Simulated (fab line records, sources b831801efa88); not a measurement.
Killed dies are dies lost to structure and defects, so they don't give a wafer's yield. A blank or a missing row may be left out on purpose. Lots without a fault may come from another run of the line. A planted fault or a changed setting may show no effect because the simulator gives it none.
One fault seen from 2 desks | flow gf180mcu | each desk has only its own numbers; what lay behind them comes last

THE METROLOGY DESK
What the gauges read, lot by lot, whatever tool the lot ran on: means of the sampled wafers that have a number. A lot is out of limits, marked OUT, if its mean lies more than 4 standard deviations from the usual mean; the brackets give that distance.
Columns: A = cd_nm at GF_V5_CD_MEAS_14, usual 260.0 nm
lot  | first seen here | A
L959 | day 26 23:33    | 259.7
L960 | day 27 03:40    | 262.0
L961 | day 27 12:56    | 261.6
L963 | day 28 10:43    | 258.9
L962 | day 28 14:43    | 259.5
L964 | day 29 04:29    | 258.8
L965 | day 29 14:13    | 260.2
L970 | day 30 17:51    | 315.2 (+42) OUT
L971 | day 31 01:48    | 259.2
L974 | day 31 20:07    | 303.3 (+33) OUT
L976 | day 32 02:44    | 260.6
L979 | day 32 22:25    | 262.6
L980 | day 33 00:31    | 258.9
L982 | day 33 10:56    | 259.2
This desk's finding: out of limits on L970, L974; first on L970, day 30 17:51 (cd_nm at GF_V5_CD_MEAS_14). In limits: L959, L960, L961, L963, L962, L964, L965, L971, L976, L979, L980, L982.

THE TOOL OWNER'S DESK: litho_track-03
The tool's own readings at GF_V5_SOFTBAKE_10 (time 60 s): means of the sampled wafers that have a number, for each lot that ran on this tool. A lot is out of limits, marked OUT, if its mean lies more than 4 standard deviations from the usual mean; the brackets give that distance.
Columns: A = heater_power_total_W at GF_V5_SOFTBAKE_10, usual 93.05 W; B = plate_temp_C at GF_V5_SOFTBAKE_10, usual 129.99 C
lot  | first seen here | A                        | B
L959 | day 26 13:00    | 93.02                    | 129.84
L962 | day 28 05:00    | 93.07                    | 130.08
L965 | day 29 05:00    | 93.04                    | 129.99
L970 | day 30 09:00    | 106.45 (+99 or more) OUT | 144.06 (+99 or more) OUT
L974 | day 31 10:00    | 106.46 (+99 or more) OUT | 144.32 (+99 or more) OUT
This desk's finding: out of limits on L970, L974; first on L970, day 30 09:00 (heater_power_total_W at GF_V5_SOFTBAKE_10). In limits: L959, L962, L965.

PUT TOGETHER
The tool owner's desk could have raised an alarm at day 30 09:00, on L970, L974.
The metrology desk could have raised an alarm at day 30 17:51, on L970, L974.
Of the lots named, all ran GF_V5_SOFTBAKE_10 on litho_track-03.

WHAT THE SIMULATOR HAD PUT IN
Process parameter drift: litho_track-03, from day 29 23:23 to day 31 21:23, at GF_V5_SOFTBAKE_10. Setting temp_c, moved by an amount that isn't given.
Lots struck among those shown: L970, L974.
Hours from the fault's start to each desk's first reading out of limits: the tool owner's desk, 10; the metrology desk, 18.
